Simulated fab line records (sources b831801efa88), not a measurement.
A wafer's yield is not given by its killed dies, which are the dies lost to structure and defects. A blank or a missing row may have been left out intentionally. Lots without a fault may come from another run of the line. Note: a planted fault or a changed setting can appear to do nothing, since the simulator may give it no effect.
fab line records	flow sky130
[record] lots = 7	wafers = 21	last-day = 50
route steps=708 shown VIA4@649 METAL5@661 PAD_OPEN@708
lots with no fault: from the same line, run without faults
start-h: the number of hours between the record's first day and the start of the first shown wafer of the lot	wait-h: hours elapsed since this lot's preceding step	" same as the row above	L1.1+2: one row covering several wafers at once	- either no value or no given start	* or withheld: withheld	< > ~ a bound
route shown NAME@n: a module of which the file shows steps, and the number in the route of the first	usual: the fault-free wafers' mean and standard deviation	same: alike in all rows	chamber/n: place in a boat	sites: per-site readings	_std_site: how widely they spread, as a standard deviation	_edge_site: mean of outer sites minus mean of inner sites	radius-mm: for every site, how far away it sits from the centre of the wafer	mask NAME#n: copy n	behind: the last tool/chamber to shape the wafer	hold: why the lot was held/for how many hours/how that ended	device: the n, p or np transistor that did not switch	end of line: at the end of the route, the tests of the same wafers	step lacking rows: just its recipe	killed: at the first sort, the dies lost to defects and structure; wafer yield is something else	map: dies across one wafer; x = killed, . = not, _ = none there
set.NAME: the run value of the setting; set.NAME@STEP: its run value at that earlier step	model.NAME: the simulator's own value behind a step, which no gauge read
a table for each step, a row for each wafer; lots at some steps of the route
services: the hour from which a tool's chamber was out of use, counted from the record's first day as start-h (under 0 if before that day), plus the number of hours and why
[[steps]]
[step SKY_VIA4_DEVELOP_10]
[recipe] resist = NOVOLAK	developer = TMAH	develop-time-s = 60	dev-temp-c = 23
[step SKY_VIA4_OVL_MEAS_11]
[usual] VIA4_OVL = -0.5/1.4
lot.wafer	tool	chamber	start-h	wait-h	VIA4_OVL[nm]
L218.1	overlay-01	-	1010.02	0.1	-0.8
L218.4	"	-	"	"	-3.1
L218.5	"	-	"	"	-0.7
L231.4	overlay-01	-	1094.09	0.1	-0.1
L231.5	"	-	"	"	-0.5
L231.6	"	-	"	"	-0.3
L232.1	overlay-02	-	1106.51	0.1	1.5
L232.3	"	-	"	"	0.1
L232.6	"	-	"	"	-0.1
L233.2	overlay-01	-	1110.68	0.1	2.0
L233.4	"	-	"	"	2.4
L233.6	"	-	"	"	2.9
L238.1	overlay-02	-	1130.62	0.1	-0.3
L238.2	"	-	"	"	0.1
L238.4	"	-	"	"	-0.3
L239.1	overlay-02	-	1137.36	0.1	-0.7
L239.3	"	-	"	"	-1.7
L239.5	"	-	"	"	0.2
L240.2	overlay-01	-	1141.96	0.1	2.9
L240.4	"	-	"	"	1.3
L240.5	"	-	"	"	0.0
[step SKY_VIA4_ETCH_12]
[recipe] target = SiO2	chemistry = C4F8/O2/Ar	stop-on = TiN	mask-material = NOVOLAK	source-w = 1500	bias-w = 1200	pressure-mtorr = 40	c4f8-flow-sccm = withheld	O2_flow_sccm = 6	Ar_flow_sccm = 300	time-s = withheld	target-depth-a = 5800
[usual] chamber-pressure-mTorr = 40.00/0.038	oes-product-au = 0.925/0.0045
lot.wafer	tool	chamber	start-h	wait-h	chamber-pressure-mTorr	oes-product-au
L218.1	rie-diel-04	2	1010.06	0.0	40.02	0.932
L218.4	"	0	"	"	39.98	0.928
L218.5	"	1	"	"	39.97	0.925
L231.4	rie-diel-04	0	1094.11	0.0	40.02	0.920
L231.5	"	0	"	"	39.97	0.919
L231.6	"	3	"	"	40.00	0.920
L232.1	rie-diel-01	3	1106.54	0.0	39.97	0.925
L232.3	"	1	"	"	40.01	0.923
L232.6	"	3	"	"	40.01	0.922
L233.2	rie-diel-02	0	1110.71	0.0	39.99	0.921
L233.4	"	2	"	"	39.94	0.923
L233.6	"	1	"	"	40.03	0.928
L238.1	rie-diel-04	0	1130.66	0.0	40.04	0.920
L238.2	"	2	"	"	40.03	0.929
L238.4	"	1	"	"	40.05	0.925
L239.1	rie-diel-02	0	1137.39	0.0	39.98	0.927
L239.3	"	1	"	"	40.03	0.924
L239.5	"	1	"	"	39.97	0.928
L240.2	rie-diel-04	2	1141.99	0.0	40.01	0.925
L240.4	"	0	"	"	39.99	0.922
L240.5	"	0	"	"	39.98	0.922
[step SKY_VIA4_STRIP_13]
[recipe] chemistry = O2/N2	power-w = 1400	pressure-mtorr = 1500	platen-temp-c = withheld	o2-flow-sccm = 3000	n2-flow-sccm = 300	overash-fraction = 0.5
[usual] chamber-pressure-mTorr = 1499.9/1.4	drypump-motor-current-A = 5.6/0.38	oes-product-au = 0.710/0.0045	strip-time-to-endpoint-s = 12.82/0.034
lot.wafer	tool	chamber	start-h	wait-h	chamber-pressure-mTorr	drypump-motor-current-A	oes-product-au	rf-hours-counter-h	strip-time-to-endpoint-s
L218.1	plasma-asher-01	0	1010.13	-	1501.1	5.7	0.706	58	12.82
L218.4	"	0	"	"	1500.4	5.7	0.712	-	12.77
L218.5	"	1	"	"	1500.6	5.6	0.712	-	12.78
L231.4	plasma-asher-01	0	1094.21	-	1499.8	5.8	0.704	-	12.79
L231.5	"	0	"	"	1502.9	5.7	0.708	-	12.81
L231.6	"	1	"	"	1498.9	5.6	0.705	-	12.83
L232.1	plasma-asher-04	1	1106.61	-	1498.8	5.0	0.709	36	12.83
L232.3	"	0	"	"	1500.5	6.0	0.714	-	12.78
L232.6	"	0	"	"	1499.7	6.0	0.707	-	12.82
L233.2	plasma-asher-01	1	1110.78	-	1498.8	5.6	0.706	68	12.79
L233.4	"	1	"	"	1498.4	5.6	0.708	-	12.79
L233.6	"	0	"	"	1499.6	5.7	0.724	-	12.83
L238.1	plasma-asher-03	1	1130.73	-	1500.0	5.9	0.708	6	12.84
L238.2	"	0	"	"	1498.3	5.0	0.709	6	12.81
L238.4	"	1	"	"	1499.4	5.9	0.713	-	12.81
L239.1	plasma-asher-04	1	1137.46	-	1499.0	5.0	0.705	39	12.82
L239.3	"	0	"	"	1499.3	6.0	0.701	-	12.81
L239.5	"	0	"	"	1497.8	6.0	0.713	-	12.80
L240.2	plasma-asher-04	0	1142.06	-	1499.6	6.0	0.716	39	12.81
L240.4	"	0	"	"	1499.9	6.0	0.709	-	12.84
L240.5	"	0	"	"	1498.0	6.0	0.711	-	12.76
[step SKY_VIA4_STRIP_14]
[recipe] chemistry = post-etch-residue-remover	time-s = 1200	temp-c = 72.5
[step SKY_VIA4_CLEAN_15]
[recipe] chemistry = IPA	time-s = 180	temp-c = 25
[step SKY_VIA4_CLEAN_16]
[recipe] chemistry = O3/DIW	dry = n2-spin
[step SKY_VIA4_SPUTTER_17]
[recipe] material = TiN	target-thk-nm = 20	chamber-pressure-pa = 5	power-w = 4000	time-s = 80
[step SKY_VIA4_CVD_18]
[recipe] material = W	target-thk-nm = 505	time-s = 152.14	temp-c = 398.7	pressure-torr = 40
[usual] heater-power-w = 793/85
lot.wafer	tool	chamber	start-h	wait-h	heater-power-w
L218.1	cvd-w-02	0	1010.78	0.0	694
L218.4	"	0	"	"	710
L218.5	"	1	"	"	753
L231.4	cvd-w-02	0	1094.88	0.1	712
L231.5	"	1	"	"	770
L231.6	"	0	"	"	711
L232.1	cvd-w-01	0	1107.85	0.0	915
L232.3	"	1	"	"	759
L232.6	"	0	"	"	921
L233.2	cvd-w-02	1	1111.50	0.0	765
L233.4	"	0	"	"	698
L233.6	"	1	"	"	772
L238.1	cvd-w-01	0	1131.48	0.0	926
L238.2	"	1	"	"	738
L238.4	"	0	"	"	911
L239.1	cvd-w-01	0	1138.12	0.0	907
L239.3	"	1	"	"	751
L239.5	"	0	"	"	952
L240.2	cvd-w-02	1	1142.72	0.0	760
L240.4	"	0	"	"	702
L240.5	"	1	"	"	779
[step SKY_VIA4_RS_MEAS_19]
[recipe] thk-meas-gauge = four-point-probe	reads = W_of_VIA4_CVD_18+TiN_of_VIA4_SPUTTER_17
[usual] VIA4_W_RS = 0.2314/0.003
lot.wafer	tool	chamber	start-h	wait-h	VIA4_W_RS[ohm/sq]
L218.1	film-metro-04	-	1010.97	0.1	0.2336
L218.4	"	-	"	"	0.2331
L218.5	"	-	"	"	0.2284
L231.4	film-metro-01	-	1095.04	0.1	0.2356
L231.5	"	-	"	"	0.2269
L231.6	"	-	"	"	0.2334
L232.1	film-metro-03	-	1108.00	0.1	0.2288
L232.3	"	-	"	"	0.2333
L232.6	"	-	"	"	0.2279
L233.2	film-metro-03	-	1111.68	0.1	0.2304
L233.4	"	-	"	"	0.2335
L233.6	"	-	"	"	0.2297
L238.1	film-metro-03	-	1131.63	0.1	0.2277
L238.2	"	-	"	"	0.2340
L238.4	"	-	"	"	0.2290
L239.1	film-metro-04	-	1138.27	0.1	0.2279
L239.3	"	-	"	"	0.2319
L239.5	"	-	"	"	0.2289
L240.2	film-metro-04	-	1142.89	0.1	0.2277
L240.4	"	-	"	"	0.2346
L240.5	"	-	"	"	0.2275
[step SKY_VIA4_THK_MEAS_20]
[recipe] thk-meas-gauge = xrf	reads = W_of_VIA4_CVD_18
[usual] VIA4_W_THK = 501/8.3
lot.wafer	tool	chamber	start-h	wait-h	VIA4_W_THK[nm]
L218.1	film-metro-04	-	1011.09	0.1	488
L218.4	"	-	"	"	488
L218.5	"	-	"	"	502
L231.4	film-metro-01	-	1095.13	0.1	496
L231.5	"	-	"	"	514
L231.6	"	-	"	"	503
L232.1	film-metro-03	-	1108.12	0.1	509
L232.3	"	-	"	"	498
L232.6	"	-	"	"	511
L233.2	film-metro-03	-	1111.79	0.1	505
L233.4	"	-	"	"	498
L233.6	"	-	"	"	506
L238.1	film-metro-03	-	1131.75	0.1	512
L238.2	"	-	"	"	500
L238.4	"	-	"	"	506
L239.1	film-metro-04	-	1138.39	0.1	501
L239.3	"	-	"	"	493
L239.5	"	-	"	"	501
L240.2	film-metro-04	-	1143.00	0.1	500
L240.4	"	-	"	"	485
L240.5	"	-	"	"	500
[step SKY_VIA4_CMP_21]
[recipe] stop-on = SiO2	t-overpolish-s = 25	down-force-psi = 3.5	platen-rpm = 60	target-thk-nm = 0	pad-velocity-m-s = 0.94248
[usual] motor-current-A = 11.0/0.74	overpolish-run-s = 25.000/0.0089	time-to-endpoint-s = 121/4.3
lot.wafer	tool	chamber	start-h	wait-h	motor-current-A	overpolish-run-s	time-to-endpoint-s
L218.1	cmp-02	2	1011.15	0.1	10.1	24.980	116
L218.4	"	1	"	"	11.6	25.006	118
L218.5	"	2	"	"	10.8	25.012	118
L231.4	cmp-02	3	1095.21	0.1	10.7	25.007	122
L231.6	"	2	"	"	11.2	24.995	123
L231.5	"	3	"	"	10.9	24.995	124
L232.1	cmp-02	1	1108.28	0.1	11.6	25.005	127
L232.3	"	2	"	"	10.5	24.997	122
L232.6	"	3	"	"	10.7	24.990	125
L233.2	cmp-02	3	1111.89	0.1	10.4	24.995	119
L233.4	"	1	"	"	12.1	25.017	119
L233.6	"	2	"	"	10.5	24.997	115
L238.2	cmp-02	0	1132.06	0.3	11.8	25.001	125
L238.4	"	1	"	"	11.7	25.001	124
L238.1	"	2	"	"	11.1	25.005	123
L239.3	cmp-01	2	1138.45	0.0	10.0	25.006	119
L239.1	"	0	"	"	10.8	24.980	116
L239.5	"	3	"	"	11.1	24.988	119
L240.2	cmp-02	3	1143.05	0.0	10.5	25.018	118
L240.4	"	0	"	"	11.5	25.014	123
L240.5	"	0	"	"	11.7	25.004	126
[step SKY_METAL5_SPUTTER_00]
[recipe] material = Ti	target-thk-nm = 15	power-w = 3000	time-s = 10	chamber-pressure-pa = 0.4
[usual] cathode-dc-power-W = 3000.0/0.52	chamber-pressure-pa = 0.4001/0.00083	throttle-valve-pct = 29.9/1.1
lot.wafer	tool	chamber	start-h	wait-h	cathode-dc-power-W	chamber-pressure-pa	throttle-valve-pct
L218.1	pvd-sputter-01	-	1011.45	0.2	2999.8	0.4011	30.5
L218.4	"	-	"	"	3000.2	0.4002	31.4
L218.5	"	-	"	"	2999.9	0.3993	31.7
L231.4	pvd-sputter-01	-	1095.46	0.2	-	-	-
L231.5	"	-	"	"	-	-	-
L231.6	"	-	"	"	-	-	-
L232.1	pvd-sputter-02	-	1108.48	0.1	-	-	-
L232.3	"	-	"	"	-	-	-
L232.6	"	-	"	"	-	-	-
L233.2	pvd-sputter-02	-	1112.14	0.2	-	-	-
L233.4	"	-	"	"	-	-	-
L233.6	"	-	"	"	-	-	-
L238.1	pvd-sputter-02	-	1132.36	0.1	3000.3	0.3997	29.7
L238.2	"	-	"	"	2999.7	0.4016	29.1
L238.4	"	-	"	"	3000.2	0.3996	27.5
L239.1	pvd-sputter-03	-	1138.75	0.1	2999.3	0.3991	30.3
L239.3	"	-	"	"	3000.2	0.4008	31.2
L239.5	"	-	"	"	2999.8	0.3990	30.3
L240.2	pvd-sputter-02	-	1143.35	0.2	3000.0	0.4000	29.0
L240.4	"	-	"	"	3000.6	0.3995	29.6
L240.5	"	-	"	"	3000.0	0.3997	29.9
[step SKY_METAL5_SPUTTER_01]
[recipe] material = TiN	target-thk-nm = 20	power-w = 6500	time-s = 16.7	chamber-pressure-pa = 0.4
[usual] cathode-dc-power-W = 6500.1/1.3	chamber-pressure-pa = 0.4001/0.00079	throttle-valve-pct = 29.9/1.1
lot.wafer	tool	chamber	start-h	wait-h	cathode-dc-power-W	chamber-pressure-pa	throttle-valve-pct
L218.1	pvd-sputter-01	-	1011.47	0.0	6497.1	0.4008	30.8
L218.4	"	-	"	"	6499.1	0.4001	31.6
L218.5	"	-	"	"	6500.0	0.3993	31.4
L231.4	pvd-sputter-01	-	1095.49	0.0	6500.2	0.4001	30.2
L231.5	"	-	"	"	6498.0	0.4001	30.4
L231.6	"	-	"	"	6500.6	0.4018	31.6
L232.1	pvd-sputter-02	-	1108.50	0.0	6497.0	0.3999	29.1
L232.3	"	-	"	"	6500.6	0.4016	29.7
L232.6	"	-	"	"	6497.6	0.4003	27.3
L233.2	pvd-sputter-02	-	1112.16	0.0	6499.6	0.4005	29.0
L233.4	"	-	"	"	6500.7	0.3990	29.7
L233.6	"	-	"	"	6501.4	0.4014	29.7
L238.1	pvd-sputter-02	-	1132.38	0.0	6501.3	0.4003	29.6
L238.2	"	-	"	"	6501.1	0.4004	28.9
L238.4	"	-	"	"	6500.7	0.4003	27.7
L239.1	pvd-sputter-03	-	1138.77	0.0	6498.7	0.4000	30.2
L239.3	"	-	"	"	6501.9	0.4008	31.3
L239.5	"	-	"	"	6499.2	0.4001	30.6
L240.2	pvd-sputter-02	-	1143.38	0.0	6499.4	0.4002	29.4
L240.4	"	-	"	"	6501.3	0.3990	29.6
L240.5	"	-	"	"	6499.7	0.3989	29.5
[step SKY_PAD_OPEN_PROBE_99]
[usual] defect-limited-yield = 82.2/2.2	killed_at_M0_to_M3 = 45/7.1	killed_at_M4_up = 3.0/1.8	killed-at-contacts = 24/5.4	killed-at-front-end = 16/4.9	killed-at-other = 0.3/0.63	killed-dies = 88/11	killed-open = 47/7.4	killed-short = 40/7	sort_bin_3_pad_short = 1.0/0.43	sort_bin_5_function = 10.6/1.7	sort_bin_6_memory = 6.3/1.1	sort-n-pass = 404/11	sort-yield-pct = 82.2/2.2
[same] gross-dies = 492	killed-at-back-side = 0	sort_bin_4_leakage[%] = 0	sort_bin_8_speed[%] = 0
lot.wafer	tool	chamber	start-h	wait-h	defect-limited-yield[%]	killed_at_M0_to_M3	killed_at_M4_up	killed-at-contacts	killed-at-front-end	killed-at-other	killed-dies	killed-open	killed-short	sort_bin_3_pad_short[%]	sort_bin_5_function[%]	sort_bin_6_memory[%]	sort-n-pass	sort-yield-pct[%]	model.etest.via4-chain.rc-ohm
L218.1	prober-02	-	1079.37	0.1	80.9	38	5	29	20	2	94	44	49	1.0	10.4	7.7	398	80.9	0.8133
L218.4	prober-02	-	1079.52	0.2	76.0	55	9	32	21	1	118	57	59	2.0	14.0	7.9	374	76.0	0.7891
L218.5	prober-02	-	1079.57	0.2	80.5	51	9	19	15	2	96	43	49	0.4	13.0	6.1	396	80.5	0.8004
L231.4	prober-01	-	1156.27	0.2	85.4	41	2	15	14	0	72	40	32	1.2	8.7	4.7	420	85.4	0.8881
L231.5	prober-01	-	1156.32	0.2	84.1	43	3	20	12	0	78	38	40	1.0	8.9	5.9	414	84.1	0.8981
L231.6	prober-01	-	1156.37	0.2	83.5	41	1	25	14	0	81	45	36	0.4	9.8	6.3	411	83.5	0.844
L232.1	prober-02	-	1167.21	0.1	79.5	57	3	22	17	2	101	49	50	0.8	13.0	6.7	391	79.5	0.862
L232.3	prober-02	-	1167.31	0.2	81.9	39	5	27	18	0	89	57	32	0.6	10.6	6.9	403	81.9	0.8555
L232.6	prober-02	-	1167.46	0.2	80.3	49	0	27	19	2	97	53	43	1.0	12.0	6.7	395	80.3	0.8508
L233.2	prober-01	-	1171.36	0.1	79.9	52	4	32	11	0	99	53	46	0.8	12.0	7.3	393	79.9	0.8438
L233.4	prober-01	-	1171.46	0.2	85.2	33	2	22	16	0	73	34	39	0.8	8.3	5.7	419	85.2	0.8833
L233.6	prober-01	-	1171.56	0.2	85.0	42	3	22	7	0	74	38	36	1.4	8.7	4.9	418	85.0	0.8287
L238.1	prober-02	-	1188.41	0.1	81.7	46	7	26	11	0	90	45	45	0.8	11.4	6.1	402	81.7	0.784
L238.2	prober-02	-	1188.46	0.1	84.6	29	5	28	14	0	76	34	42	0.6	8.5	6.3	416	84.6	0.794
L238.4	prober-02	-	1188.56	0.2	82.9	36	1	26	21	0	84	56	28	0.4	11.2	5.5	408	82.9	0.7753
L239.1	prober-01	-	1194.22	0.1	83.9	41	2	23	13	0	79	37	42	1.4	9.1	5.5	413	83.9	0.7622
L239.3	prober-01	-	1194.32	0.2	85.0	26	3	28	17	0	74	38	36	1.8	8.3	4.9	418	85.0	0.7913
L239.5	prober-01	-	1194.42	0.2	83.5	51	1	22	6	1	81	48	33	0.8	8.5	7.1	411	83.5	0.7698
L240.2	prober-02	-	1197.56	0.1	79.5	51	0	33	17	0	101	52	49	1.0	12.2	7.3	391	79.5	0.8013
L240.4	prober-02	-	1197.66	0.2	86.4	34	4	20	9	0	67	39	28	0.6	7.1	5.9	425	86.4	0.8018
L240.5	prober-02	-	1197.71	0.2	83.9	40	5	24	10	0	79	44	35	0.6	10.4	5.1	413	83.9	0.7935
// killed by level:class
L218.1 CONTACT:geometric-particle:open=9 FIELD_ISO:geometric-particle:short=7 VIA2:geometric-particle:open=7 LI_CONTACT:geometric-particle:open=6 LI_CONTACT:geometric-particle:short=5 VIA1:geometric-particle:open=5 METAL4:geometric-particle:short=5 VIA3:geometric-particle:short=5
L218.4 VIA1:geometric-particle:open=23 CONTACT:geometric-particle:open=12 FIELD_ISO:geometric-particle:short=9 CONTACT:geometric-particle:short=9 METAL4:geometric-particle:short=7 METAL1:geometric-particle:short=6 VIA1:geometric-particle:short=5 VIA3:geometric-particle:open=5
L218.5 VIA1:geometric-particle:short=9 CONTACT:geometric-particle:open=8 METAL1:geometric-particle:short=8 VIA1:geometric-particle:open=8 METAL4:geometric-particle:short=6 VIA3:geometric-particle:open=6 FIELD_ISO:geometric-particle:open=5 VIA2:geometric-particle:open=5
L231.4 CONTACT:geometric-particle:open=8 VIA1:geometric-particle:open=8 VIA3:geometric-particle:open=7 FIELD_ISO:geometric-particle:short=6 METAL1:geometric-particle:short=6 METAL2:geometric-particle:short=5 VIA2:geometric-particle:short=4 FIELD_ISO:geometric-particle:open=3
L231.5 METAL1:geometric-particle:short=10 VIA3:geometric-particle:open=9 VIA1:geometric-particle:open=6 CONTACT:geometric-particle:open=6 FIELD_ISO:geometric-particle:short=5 LI_CONTACT:geometric-particle:open=5 LOCAL_INTERCONNECT:geometric-particle:short=4 VIA2:geometric-particle:open=4
L231.6 CONTACT:geometric-particle:open=11 VIA1:geometric-particle:open=11 VIA2:geometric-particle:open=6 POLY_GATE:geometric-particle:open=5 LI_CONTACT:geometric-particle:open=5 METAL2:geometric-particle:short=5 METAL1:geometric-particle:short=5 LI_CONTACT:geometric-particle:short=4
L232.1 VIA3:geometric-particle:open=15 VIA1:geometric-particle:short=9 VIA1:geometric-particle:open=8 METAL1:geometric-particle:short=8 CONTACT:geometric-particle:open=7 VIA2:geometric-particle:short=7 CONTACT:geometric-particle:short=6 POLY_GATE:geometric-particle:short=5
L232.3 VIA1:geometric-particle:open=10 LI_CONTACT:geometric-particle:open=9 VIA3:geometric-particle:open=9 CONTACT:geometric-particle:open=8 POLY_GATE:geometric-particle:short=6 POLY_GATE:geometric-particle:open=6 LOCAL_INTERCONNECT:geometric-particle:short=6 METAL1:geometric-particle:short=6
L232.6 CONTACT:geometric-particle:open=10 LI_CONTACT:geometric-particle:open=8 METAL1:geometric-particle:short=8 CONTACT:geometric-particle:short=7 VIA3:geometric-particle:open=7 VIA1:geometric-particle:open=7 VIA2:geometric-particle:open=7 POLY_GATE:geometric-particle:open=6
L233.2 CONTACT:geometric-particle:open=14 VIA1:geometric-particle:open=11 METAL2:geometric-particle:short=9 VIA3:geometric-particle:open=8 CONTACT:geometric-particle:short=8 METAL1:geometric-particle:short=6 FIELD_ISO:geometric-particle:short=4 LI_CONTACT:geometric-particle:open=4
L233.4 CONTACT:geometric-particle:open=11 POLY_GATE:geometric-particle:short=6 VIA1:geometric-particle:short=6 VIA2:geometric-particle:short=6 POLY_GATE:geometric-particle:open=4 VIA1:geometric-particle:open=4 LOCAL_INTERCONNECT:geometric-particle:short=4 METAL2:geometric-particle:short=4
L233.6 LI_CONTACT:geometric-particle:open=8 METAL1:geometric-particle:short=7 VIA1:geometric-particle:open=7 CONTACT:geometric-particle:open=6 VIA3:geometric-particle:open=6 METAL2:geometric-particle:short=5 VIA2:geometric-particle:short=4 VIA1:geometric-particle:short=4
L238.1 VIA1:geometric-particle:open=8 LI_CONTACT:geometric-particle:open=7 METAL1:geometric-particle:short=7 VIA3:geometric-particle:open=7 CONTACT:geometric-particle:short=6 VIA2:geometric-particle:open=6 VIA3:geometric-particle:short=6 METAL2:geometric-particle:short=5
L238.2 CONTACT:geometric-particle:open=9 VIA1:geometric-particle:open=8 LOCAL_INTERCONNECT:geometric-particle:short=6 METAL2:geometric-particle:short=6 LI_CONTACT:geometric-particle:short=5 LI_CONTACT:geometric-particle:open=5 FIELD_ISO:geometric-particle:short=4 VIA2:geometric-particle:open=4
L238.4 LI_CONTACT:geometric-particle:open=11 CONTACT:geometric-particle:open=8 FIELD_ISO:geometric-particle:open=7 VIA2:geometric-particle:open=7 VIA3:geometric-particle:open=7 POLY_GATE:geometric-particle:open=6 VIA1:geometric-particle:open=5 CONTACT:geometric-particle:short=4
L239.1 CONTACT:geometric-particle:short=11 VIA2:geometric-particle:open=10 CONTACT:geometric-particle:open=8 METAL2:geometric-particle:short=6 VIA1:geometric-particle:open=5 FIELD_ISO:geometric-particle:short=4 VIA2:geometric-particle:short=4 VIA3:geometric-particle:short=4
L239.3 LI_CONTACT:geometric-particle:open=8 CONTACT:geometric-particle:short=7 FIELD_ISO:geometric-particle:short=6 VIA1:geometric-particle:open=6 VIA3:geometric-particle:open=6 LOCAL_INTERCONNECT:geometric-particle:short=5 CONTACT:geometric-particle:open=5 FIELD_ISO:geometric-particle:open=4
L239.5 CONTACT:geometric-particle:open=11 VIA3:geometric-particle:open=11 VIA1:geometric-particle:open=8 METAL2:geometric-particle:short=7 VIA2:geometric-particle:open=6 LI_CONTACT:geometric-particle:open=5 VIA2:geometric-particle:short=5 CONTACT:geometric-particle:short=4
L240.2 VIA3:geometric-particle:open=11 CONTACT:geometric-particle:open=10 VIA1:geometric-particle:short=8 VIA1:geometric-particle:open=8 FIELD_ISO:geometric-particle:short=6 CONTACT:geometric-particle:short=6 METAL1:geometric-particle:short=6 VIA2:geometric-particle:open=6
L240.4 VIA1:geometric-particle:open=9 CONTACT:geometric-particle:open=7 VIA3:geometric-particle:open=6 METAL2:geometric-particle:short=6 LI_CONTACT:geometric-particle:open=4 FIELD_ISO:geometric-particle:short=3 VIA1:geometric-particle:short=3 LI_CONTACT:geometric-particle:short=3
L240.5 VIA1:geometric-particle:open=10 LI_CONTACT:geometric-particle:open=9 VIA2:geometric-particle:open=8 CONTACT:geometric-particle:open=7 VIA1:geometric-particle:short=6 METAL2:geometric-particle:short=5 POLY_GATE:geometric-particle:open=4 VIA3:geometric-particle:short=4
[[services]]
tool	chamber	start-h	hours	kind
rie-diel-01	2	996.62	12.7	repair
plasma-asher-01	-	1001.45	5.4	repair
cmp-01	-	1002.77	0.5	repair
pvd-sputter-01	-	1007.24	0.7	repair
cmp-01	-	1007.35	0.9	repair
pvd-sputter-02	-	1012.24	4.2	repair
cmp-02	-	1017.92	1.8	repair
cmp-01	-	1025.25	1.5	repair
pvd-sputter-02	-	1036.83	2.9	repair
plasma-asher-01	-	1038.69	1.6	repair
plasma-asher-04	-	1052.34	10.4	repair
plasma-asher-03	-	1055.25	9.0	pm
pvd-sputter-02	1	1063.13	-	consumable-replace:kit
pvd-sputter-02	1	1063.13	18.0	scheduled-down
rie-diel-04	1	1063.78	16.4	repair
cmp-01	-	1065.04	5.6	pm
pvd-sputter-02	-	1079.05	4.1	repair
cmp-01	-	1084.00	4.0	pm
cmp-02	-	1099.38	2.0	repair
cvd-w-01	0	1113.81	2.0	repair
rie-diel-02	-	1120.80	14.6	pm
cmp-01	-	1131.58	5.2	pm
pvd-sputter-02	-	1137.35	3.4	repair
rie-diel-02	2	1141.03	8.0	repair
[[key]]
[first-sign] step = SKY_METAL5_SPUTTER_00	reading = tool-record	direction = missing
effect none on later readings
[model-effect] step = SKY_PAD_OPEN_PROBE_99	value = etest.via4-chain.rc-ohm	without = 0.801	struck = 0.8616
met-at SKY_METAL5_SPUTTER_00
struck-wafers L231.4,L231.5,L231.6,L232.1,L232.3,L232.6,L233.2,L233.4,L233.6
onset-between 1011.45 1095.46
[fault] kind = skipped-step-whole	tool = pvd-sputter-01,pvd-sputter-02	chamber = -	onset-h = 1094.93	steps = SKY_METAL5_SPUTTER_00	scope = struck-lots-only
